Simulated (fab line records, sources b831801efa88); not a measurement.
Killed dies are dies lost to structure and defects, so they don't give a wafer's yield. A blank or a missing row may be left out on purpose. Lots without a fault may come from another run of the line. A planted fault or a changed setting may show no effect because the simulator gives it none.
A struck lot beside a sound one | flow sky130 | 14 steps out of a route of 708
Sound: wafers L256.2, L256.4, L256.5. Struck: wafers L251.2, L251.6. The cause comes at the end.
At each step with rows: each side's tool, then ch and its chambers, then its first start. Under that, the readings that differ: sound wafers | struck wafers | difference of the means | sigmas: that difference in standard deviations of wafers without a fault.
alike: readings whose means differ by less than 2 such deviations, and words and numbers that are the same on both sides. not compared: withheld readings, readings that some wafer has no value for, bounds like >300 that may hide the same value, and numbers for which the record gives no deviation and whose values overlap.
The two part at a step that has a row with sigmas, a row that says differs or no value, or rows on one side only. Numbers that don't overlap but have no deviation are shown without sigmas and don't part them. A reading that every wafer of one side lacks parts them only if that side has two wafers or more.

SKY_VIA1_ETCH_14: etches BARC in N2/H2, stops on SiO2, time 45.9 s, target depth 60 nm.
  sound on rie_diel-01 ch 0,1,2, day 39 21:49; struck on rie_diel-01 ch 1,3, day 39 03:04
  alike: drypump_motor_current_A, oes_product_au, throttle_valve_pct
  not compared: rf_hours_counter_h
SKY_VIA1_ETCH_15: etches SiO2 in C4F8/O2/Ar, stops on TiN, target depth 351 nm, time 54 s.
  sound on rie_diel-01 ch 0,1,2, day 39 21:52; struck on rie_diel-01 ch 1,3, day 39 03:07
  alike: oes_product_au
  not compared: rf_hours_counter_h
then, 6 steps without rows for these wafers: SKY_VIA1_STRIP_16 (strips in O2/N2); SKY_VIA1_STRIP_17 (strips in post etch residue remover, time 1200 s); SKY_VIA1_CLEAN_18 (cleans in IPA, time 180 s); SKY_VIA1_CLEAN_19 (cleans in O3/DIW); SKY_VIA1_SPUTTER_20 (material TiN, target thk 20 nm, time 80 s); SKY_VIA1_CVD_21 (deposits W, target thk 270 nm, time 80.902 s).
SKY_VIA1_RS_MEAS_22: measures by four-point-probe.
  sound on film_metro-04, day 39 22:40; struck on film_metro-01, day 39 03:55
  alike: VIA1_W_RS
SKY_VIA1_THK_MEAS_23: measures by xrf.
  sound on film_metro-04, day 39 22:47; struck on film_metro-01, day 39 04:02
  alike: VIA1_W_THK
SKY_VIA1_CMP_24: polishes, stops on SiO2, t overpolish 15 s, target thk 0 nm.
  sound on cmp-02 ch 0,1, day 39 22:50; struck on cmp-01 ch 0,3, day 39 04:05
  alike: head_pressure_psi, motor_current_A, overpolish_run_s, time_to_endpoint_s
SKY_METAL2_SPUTTER_00: material Ti, target thk 15 nm, time 10 s.
  sound on pvd_sputter-01, day 39 23:08; struck on pvd_sputter-01, day 39 04:23
  alike: cathode_dc_power_W, chamber_pressure_pa, throttle_valve_pct
SKY_METAL2_SPUTTER_01: material TiN, target thk 20 nm, time 16.7 s.
  sound on pvd_sputter-01, day 39 23:09; struck on pvd_sputter-01, day 39 04:24
  no value came back on the struck wafers for cathode_dc_power_W (W), chamber_pressure_pa (Pa), throttle_valve_pct (%); on the sound wafers cathode_dc_power_W (W) reads 6499.7 6499.1 6502.0
SKY_METAL2_SPUTTER_02: material AlCu, target thk 250 nm, time 13.3 s.
  sound on pvd_sputter-01, day 39 23:11; struck on pvd_sputter-01, day 39 04:26
  alike: cathode_dc_power_W, chamber_pressure_pa, throttle_valve_pct

WHERE THEY PART
Only at SKY_METAL2_SPUTTER_01, within this record. Later steps at which nothing parts them and some readings are alike: SKY_METAL2_SPUTTER_02.

WHY: what the simulator had put in
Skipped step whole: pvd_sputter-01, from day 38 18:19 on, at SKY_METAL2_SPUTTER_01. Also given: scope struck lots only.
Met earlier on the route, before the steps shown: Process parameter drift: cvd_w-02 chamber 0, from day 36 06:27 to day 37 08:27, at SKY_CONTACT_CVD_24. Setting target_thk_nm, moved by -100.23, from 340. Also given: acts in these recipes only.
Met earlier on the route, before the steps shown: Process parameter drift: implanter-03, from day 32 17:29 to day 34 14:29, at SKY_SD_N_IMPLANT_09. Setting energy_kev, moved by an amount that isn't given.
